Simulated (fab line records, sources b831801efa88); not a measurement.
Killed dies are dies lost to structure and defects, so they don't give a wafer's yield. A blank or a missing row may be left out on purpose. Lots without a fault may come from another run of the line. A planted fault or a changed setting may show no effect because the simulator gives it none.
fab line records | flow sky130
record lots=5 wafers=15 last_day=49
route steps=708 shown VIA4@651 METAL5@661 PASSIVATION@681 PAD_OPEN@708
lots that met no fault: from a run of the same line without faults
start_h: hours from the record's first day to the start of the lot's first wafer shown | wait_h: hours since the lot's step before | " the same as in the row above | L1.1+2: a row that stands for several wafers | - no value, or no start given | * or withheld: withheld | < > ~ a bound
route shown NAME@n: a module of which the file shows steps, and the number in the route of the first | usual: mean/standard deviation of fault-free wafers | same: alike in all rows | chamber/n: place in a boat | sites: the reading at each site | _std_site: their standard deviation | _edge_site: outer sites' mean less inner sites' | radius_mm: how far each site lies from the wafer's centre | mask NAME#n: copy n | behind: the tool/chamber that last shaped the wafer | hold: why the lot was held/for how many hours/how that ended | device: the transistor (n, p or np) that didn't switch | end of line: the same wafers' tests at the end of the route | a step without rows: its recipe alone | killed: dies lost to structure and defects at the first sort, not the wafer's yield | map: a wafer's dies, x killed, . not, _ none there
set.NAME: the setting as run; set.NAME@STEP: as run at that earlier step | model.NAME: the simulator's own value behind a step, which no gauge read
lots at some steps of the route; a table a step, a row a wafer
services: from which hour (start_h, from the record's first day; less than 0 if before it) a tool's chamber was out of use, for how many hours, and why
## steps
# step SKY_VIA4_ETCH_12
# recipe target=SiO2 chemistry=C4F8/O2/Ar stop_on=TiN mask_material=NOVOLAK source_w=1500 bias_w=1200 pressure_mtorr=40 c4f8_flow_sccm=withheld O2_flow_sccm=6 Ar_flow_sccm=300 time_s=withheld target_depth_a=5800
# step SKY_VIA4_STRIP_13
# recipe chemistry=O2/N2 power_w=1400 pressure_mtorr=1500 platen_temp_c=withheld o2_flow_sccm=3000 n2_flow_sccm=300 overash_fraction=0.5
# step SKY_VIA4_STRIP_14
# recipe chemistry=post_etch_residue_remover time_s=1200 temp_c=72.5
# step SKY_VIA4_CLEAN_15
# recipe chemistry=IPA time_s=180 temp_c=25
# step SKY_VIA4_CLEAN_16
# recipe chemistry=O3/DIW dry=n2_spin
# step SKY_VIA4_SPUTTER_17
# recipe material=TiN target_thk_nm=20 chamber_pressure_pa=5 power_w=4000 time_s=80
# step SKY_VIA4_CVD_18
# recipe material=W target_thk_nm=505 time_s=152.14 temp_c=402.1 pressure_torr=40
# step SKY_VIA4_CMP_21
# recipe stop_on=SiO2 t_overpolish_s=25 down_force_psi=3.5 platen_rpm=60 target_thk_nm=0 pad_velocity_m_s=0.94248
# step SKY_METAL5_SPUTTER_00
# recipe material=Ti target_thk_nm=15 power_w=3000 time_s=10 chamber_pressure_pa=0.4
# step SKY_METAL5_SPUTTER_01
# recipe material=TiN target_thk_nm=20 power_w=6500 time_s=16.7 chamber_pressure_pa=0.4
# usual throttle_valve_pct=30.5/0.6
# columns lot.wafer tool chamber start_h wait_h throttle_valve_pct
L469.1 pvd_sputter-03 - 1065.05 0.0 30.9
L469.2 " - " " 31.3
L469.3 " - " " 29.9
L472.3 pvd_sputter-04 - 1082.23 0.0 29.6
L472.4 " - " " 31.0
L472.6 " - " " 31.2
L476.1 pvd_sputter-03 - 1104.35 0.0 29.8
L476.4 " - " " 31.2
L476.5 " - " " 29.8
L478.3 pvd_sputter-03 - 1112.24 0.0 31.3
L478.4 " - " " 31.2
L478.6 " - " " 31.3
L479.1 pvd_sputter-03 - 1113.82 0.0 31.4
L479.3 " - " " 29.7
L479.6 " - " " 30.0
# step SKY_METAL5_SPUTTER_02
# recipe material=AlCu target_thk_nm=1150 power_w=10600 time_s=61.2 chamber_pressure_pa=0.4
# step SKY_METAL5_SPUTTER_03
# recipe material=Ti target_thk_nm=5 power_w=3000 time_s=3.3 chamber_pressure_pa=0.4
# step SKY_METAL5_SPUTTER_04
# recipe material=TiN target_thk_nm=70 power_w=6500 time_s=58.3 chamber_pressure_pa=0.4156
# step SKY_METAL5_DEHYDRATE_07
# recipe temp_c=200 time_s=60
# step SKY_METAL5_HMDS_08
# recipe prime_time_s=60 prime_temp_c=120
# step SKY_METAL5_COAT_09
# recipe resist=NOVOLAK spin_rpm=3000 resist_thk_nm=1800
# step SKY_METAL5_SOFTBAKE_10
# recipe temp_c=90 time_s=60 resist=NOVOLAK
# step SKY_METAL5_EXPOSE_11
# recipe mask_id=MM5 na=0.6 source_shape=conventional sigma_outer=0.6 polarization=unpolarized target_cd_nm=1600 dose_mj=190
# step SKY_METAL5_PEB_12
# recipe temp_c=withheld time_s=* resist=NOVOLAK
# step SKY_METAL5_DEVELOP_13
# recipe resist=NOVOLAK developer=TMAH develop_time_s=60 dev_temp_c=23
# step SKY_METAL5_DESCUM_14
# recipe chemistry=O2 source_power_w=150 bias_power_w=0 pressure_mtorr=10 temp_c=40 time_s=11
# step SKY_METAL5_METAL_ETCH_15
# recipe target_depth_a=12600 stop_on=SiO2 over_etch_frac=0.2 time_s=252 chemistry=Cl2/BCl3 resist_sidewall_deg=86 pressure_mtorr=10 icp_w=900 bias_w=48.5 Cl2_flow_sccm=60 bcl3_flow_sccm=30
# step SKY_METAL5_STRIP_16
# recipe chemistry=O2/N2 power_w=1400 pressure_mtorr=1500 platen_temp_c=withheld o2_flow_sccm=3000 n2_flow_sccm=300 overash_fraction=0.5
# step SKY_METAL5_STRIP_17
# recipe chemistry=post_etch_residue_remover time_s=1200 temp_c=72.5
# step SKY_METAL5_CLEAN_18
# recipe chemistry=IPA time_s=180 temp_c=25
# step SKY_METAL5_CLEAN_19
# recipe chemistry=O3/DIW dry=n2_spin
# step SKY_PASSIVATION_CVD_00
# recipe material=SiO2 target_thk_nm=90 temp_c=400 time_s=withheld rf_w=600
# step SKY_PASSIVATION_CVD_02
# recipe material=Si3N4 target_thk_nm=540 temp_c=400 time_s=withheld rf_w=450
# step SKY_PASSIVATION_DEHYDRATE_04
# recipe temp_c=200 time_s=60
# step SKY_PASSIVATION_HMDS_05
# recipe prime_time_s=60 prime_temp_c=120
# step SKY_PASSIVATION_COAT_06
# recipe spin_rpm=2000 resist_thk_nm=3000
# step SKY_PASSIVATION_SOFTBAKE_07
# recipe temp_c=110 time_s=withheld
# step SKY_PASSIVATION_EXPOSE_08
# recipe mask_id=NSM target_cd_nm=3000 na=0.57 dose_mj=260
# step SKY_PASSIVATION_PEB_09
# recipe temp_c=115 time_s=withheld
# step SKY_PASSIVATION_DEVELOP_10
# recipe develop_time_s=60 dev_temp_c=23
# step SKY_PAD_OPEN_PROBE_99
# usual defect_limited_yield=82.6/1.9 killed_at_M0_to_M3=43/6.9 killed_at_M4_up=3.0/1.8 killed_at_contacts=24/4.8 killed_at_front_end=15/4.5 killed_at_other=0.4/0.67 killed_dies=86/9.2 killed_open=46/6.9 killed_short=39/6 sort_bin_3_pad_short=0.8/0.39 sort_bin_5_function=10.2/1.3 sort_bin_6_memory=6.3/1.2 sort_n_pass=406/9.2 sort_yield_pct=82.6/1.9
# same gross_dies=492 killed_at_back_side=0 sort_bin_4_leakage[%]=0 sort_bin_8_speed[%]=0
# columns lot.wafer tool chamber start_h wait_h defect_limited_yield[%] killed_at_M0_to_M3 killed_at_M4_up killed_at_contacts killed_at_front_end killed_at_other killed_dies killed_open killed_short sort_bin_3_pad_short[%] sort_bin_5_function[%] sort_bin_6_memory[%] sort_n_pass sort_yield_pct[%] model.etest.tester.sort_n_pass model.etest.tester.sort_yield_pct model.etest.tester.sort_bin_5_pct model.etest.tester.sort_bin_3_pct
L469.1 prober-01 - 1128.34 0.1 84.1 31 1 26 19 1 78 39 39 0.4 10.4 5.1 414 84.1 414 84.15 10.37 0.4065
L469.2 prober-01 - 1128.39 0.1 80.1 50 2 25 21 0 98 55 43 0.8 11.8 7.3 394 80.1 394 80.08 11.79 0.813
L469.3 prober-01 - 1128.44 0.2 83.9 45 2 21 11 0 79 46 33 0.6 8.5 6.9 413 83.9 413 83.94 8.537 0.6098
L472.3 prober-02 - 1145.99 0.2 83.5 31 8 21 21 0 81 41 40 0.6 10.6 5.3 411 83.5 411 83.54 10.57 0.6098
L472.4 prober-02 - 1146.04 0.2 82.9 37 7 29 11 0 84 40 44 1.2 10.8 5.1 408 82.9 408 82.93 10.77 1.22
L472.6 prober-02 - 1146.14 0.2 81.7 38 6 21 25 0 90 49 41 0.6 10.6 7.1 402 81.7 402 81.71 10.57 0.6098
L476.1 prober-01 - 1165.77 0.1 76.6 42 28 30 13 2 115 41 45 2.4 14.0 6.9 377 76.6 377 76.63 14.02 2.439
L476.4 prober-01 - 1165.92 0.2 73.8 42 45 26 16 0 129 43 44 1.8 17.7 6.7 363 73.8 363 73.78 17.68 1.829
L476.5 prober-01 - 1165.97 0.2 79.3 38 28 21 15 0 102 45 32 2.2 12.6 5.9 390 79.3 390 79.27 12.6 2.236
L478.3 prober-02 - 1172.11 0.2 76.0 40 33 31 14 0 118 43 47 2.4 13.6 7.9 374 76.0 374 76.02 13.62 2.439
L478.4 prober-02 - 1172.16 0.2 79.9 35 26 21 17 0 99 34 36 1.6 12.4 6.1 393 79.9 393 79.88 12.4 1.626
L478.6 prober-02 - 1172.26 0.2 74.4 45 45 17 19 0 126 40 41 2.2 16.5 6.9 366 74.4 366 74.39 16.46 2.236
L479.1 prober-01 - 1174.47 0.1 75.6 39 46 19 15 1 120 40 36 1.8 15.9 6.7 372 75.6 372 75.61 15.85 1.829
L479.3 prober-01 - 1174.57 0.2 80.1 36 23 31 8 0 98 44 31 1.8 12.6 5.5 394 80.1 394 80.08 12.6 1.829
L479.6 prober-01 - 1174.72 0.2 77.2 51 24 25 11 1 112 45 44 1.2 15.7 5.9 380 77.2 380 77.24 15.65 1.22
# killed by level:class
L469.1 VIA1:geometric_particle:open=10 CONTACT:geometric_particle:open=9 POLY_GATE:geometric_particle:open=6 LOCAL_INTERCONNECT:geometric_particle:short=5 VIA1:geometric_particle:short=5 METAL2:geometric_particle:short=5 FIELD_ISO:geometric_particle:open=4 FIELD_ISO:geometric_particle:short=4
L469.2 VIA1:geometric_particle:open=14 LI_CONTACT:geometric_particle:open=8 CONTACT:geometric_particle:open=8 FIELD_ISO:geometric_particle:open=6 METAL2:geometric_particle:short=6 METAL1:geometric_particle:short=6 VIA2:geometric_particle:open=6 VIA1:geometric_particle:short=5
L469.3 VIA1:geometric_particle:open=11 VIA2:geometric_particle:open=9 CONTACT:geometric_particle:short=7 CONTACT:geometric_particle:open=7 METAL2:geometric_particle:short=6 LI_CONTACT:geometric_particle:open=6 FIELD_ISO:geometric_particle:short=4 FIELD_ISO:geometric_particle:open=3
L472.3 LI_CONTACT:geometric_particle:open=8 CONTACT:geometric_particle:open=7 METAL1:geometric_particle:short=7 METAL4:geometric_particle:short=7 VIA1:geometric_particle:open=5 FIELD_ISO:geometric_particle:short=4 POLY_GATE:geometric_particle:short=4 LOCAL_INTERCONNECT:geometric_particle:short=4
L472.4 CONTACT:geometric_particle:open=13 VIA1:geometric_particle:open=8 VIA1:geometric_particle:short=8 CONTACT:geometric_particle:short=7 METAL2:geometric_particle:short=6 LI_CONTACT:geometric_particle:open=5 METAL4:geometric_particle:short=5 VIA3:geometric_particle:open=4
L472.6 VIA1:geometric_particle:open=13 FIELD_ISO:geometric_particle:open=9 POLY_GATE:geometric_particle:short=7 VIA1:geometric_particle:short=6 LI_CONTACT:geometric_particle:open=5 VIA3:geometric_particle:open=5 LOCAL_INTERCONNECT:geometric_particle:short=4 VIA2:geometric_particle:open=4
L476.1 METAL5:unspecified=27 LOCAL_INTERCONNECT:geometric_particle:short=8 CONTACT:geometric_particle:open=7 METAL1:geometric_particle:short=7 VIA2:geometric_particle:open=7 LI_CONTACT:geometric_particle:short=6 VIA1:geometric_particle:open=6 LI_CONTACT:geometric_particle:open=5
L476.4 METAL5:unspecified=42 VIA1:geometric_particle:open=9 CONTACT:geometric_particle:open=9 LI_CONTACT:geometric_particle:open=7 METAL1:geometric_particle:short=6 VIA3:geometric_particle:open=6 LI_CONTACT:geometric_particle:short=5 POLY_GATE:geometric_particle:open=4
L476.5 METAL5:unspecified=25 LI_CONTACT:geometric_particle:open=8 VIA1:geometric_particle:open=8 FIELD_ISO:geometric_particle:open=6 VIA3:geometric_particle:open=6 CONTACT:geometric_particle:open=5 VIA1:geometric_particle:short=5 METAL2:geometric_particle:short=5
L478.3 METAL5:unspecified=26 LI_CONTACT:geometric_particle:open=10 LOCAL_INTERCONNECT:geometric_particle:short=9 VIA1:geometric_particle:open=7 METAL2:geometric_particle:short=6 VIA3:geometric_particle:open=6 CONTACT:geometric_particle:open=5 VIA3:geometric_particle:short=5
L478.4 METAL5:unspecified=25 VIA1:geometric_particle:open=8 LOCAL_INTERCONNECT:geometric_particle:short=6 CONTACT:geometric_particle:short=6 POLY_GATE:geometric_particle:open=5 METAL2:geometric_particle:short=5 CONTACT:geometric_particle:open=5 METAL1:geometric_particle:short=4
L478.6 METAL5:unspecified=44 VIA1:geometric_particle:short=10 LI_CONTACT:geometric_particle:open=9 VIA1:geometric_particle:open=9 FIELD_ISO:geometric_particle:short=6 VIA3:geometric_particle:open=6 POLY_GATE:geometric_particle:short=4 VIA2:geometric_particle:open=4
L479.1 METAL5:unspecified=44 VIA1:geometric_particle:open=12 CONTACT:geometric_particle:open=10 POLY_GATE:geometric_particle:short=7 METAL2:geometric_particle:short=7 VIA2:geometric_particle:open=6 VIA1:geometric_particle:short=5 POLY_GATE:geometric_particle:open=4
L479.3 METAL5:unspecified=23 CONTACT:geometric_particle:open=13 VIA1:geometric_particle:open=9 LI_CONTACT:geometric_particle:open=7 VIA1:geometric_particle:short=5 LI_CONTACT:geometric_particle:short=4 LOCAL_INTERCONNECT:geometric_particle:short=4 VIA2:geometric_particle:short=4
L479.6 METAL5:unspecified=22 VIA1:geometric_particle:open=16 CONTACT:geometric_particle:open=9 VIA1:geometric_particle:short=6 VIA2:geometric_particle:open=6 METAL2:geometric_particle:short=6 METAL3:geometric_particle:short=6 POLY_GATE:geometric_particle:short=5
# map L476.4 (x killed, . not)
__________.x...x...._________
________...x..x....xxx_______
______.xx.xxx.x......x.._____
_____.....x....x...x.....____
____...x.x.x..x.x........x___
___......x...x..xx.x.x...x.__
__.........xx....x..xx......_
_......................x.....
_........x......x.x..........
_..x.x....x..x.xxxxxx.x......
_......x..xxxxxxxxxxx........
_x........x.xxxxxxxxx...x.x..
_.....xx...xxxx.xxxxxx.x.....
_.x..xxx.xx...x.xxxx......x..
_..x............x.x.x........
__.x.x........xxxx....x....._
___xx.x..........x.........__
____...x..x.x...x.x.......___
_____.....x.............x____
______.........x.x......_____
________x...x.x......x_______
__________........x._________
# map L478.6 (x killed, . not)
__________...xx....._________
________.x....x.xx.x.._______
______.....xx....xx....._____
_____........xx..........____
____........x.............___
___....xx.x.........x......__
__....x..x.....x.........x.._
_........x...x....xx.........
_.x.xxxx...x..x.x.....xx...x.
_..x.......x...x.xxxx.....x..
_....x....x..x.xxxxxxx...x...
_.x....x.xx...xxxxxxxx.......
_..xx......x.xxxxxxxxx...x...
_x.........x..xxxxx.xx.......
_.x...x.....x.xx.x.x.x......x
__..........x.x.xx.....x...._
___....x..........x..xx...x__
____.x.....x.......xx.....___
_____x........xx.x...xx..____
______x....x............_____
________...xx..x..x..._______
__________....x....._________
## services
# columns tool chamber start_h hours kind
pvd_sputter-03 2 1101.12 - consumable_replace:kit
pvd_sputter-03 2 1101.12 18.0 scheduled_down
pvd_sputter-03 2 1101.12 18.0 vent_cycle
pvd_sputter-03 - 1106.45 4.1 repair
## key
first_sign step=SKY_PAD_OPEN_PROBE_99 reading=killed_at_M4_up direction=up sigmas=16 usual=3.0 struck=33.1
effect step=SKY_PAD_OPEN_PROBE_99 reading=sort_bin_5_function direction=up sigmas=3.2 usual=10.2 struck=14.5 wafers_moved=8
model_effect step=SKY_PAD_OPEN_PROBE_99 value=etest.tester.sort_n_pass without=405.2 struck=378.8
met_at SKY_METAL5_SPUTTER_01
struck_wafers L476.1,L476.4,L476.5,L478.3,L478.4,L478.6,L479.1,L479.3,L479.6
onset_between 1065.05 1104.35
also_fits time
fault kind=chamber_particle_source tool=pvd_sputter-03 chamber=- onset_h=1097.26 steps=SKY_METAL5_SPUTTER_01 rate_per_visit_cm2=0.43992 end_h=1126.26
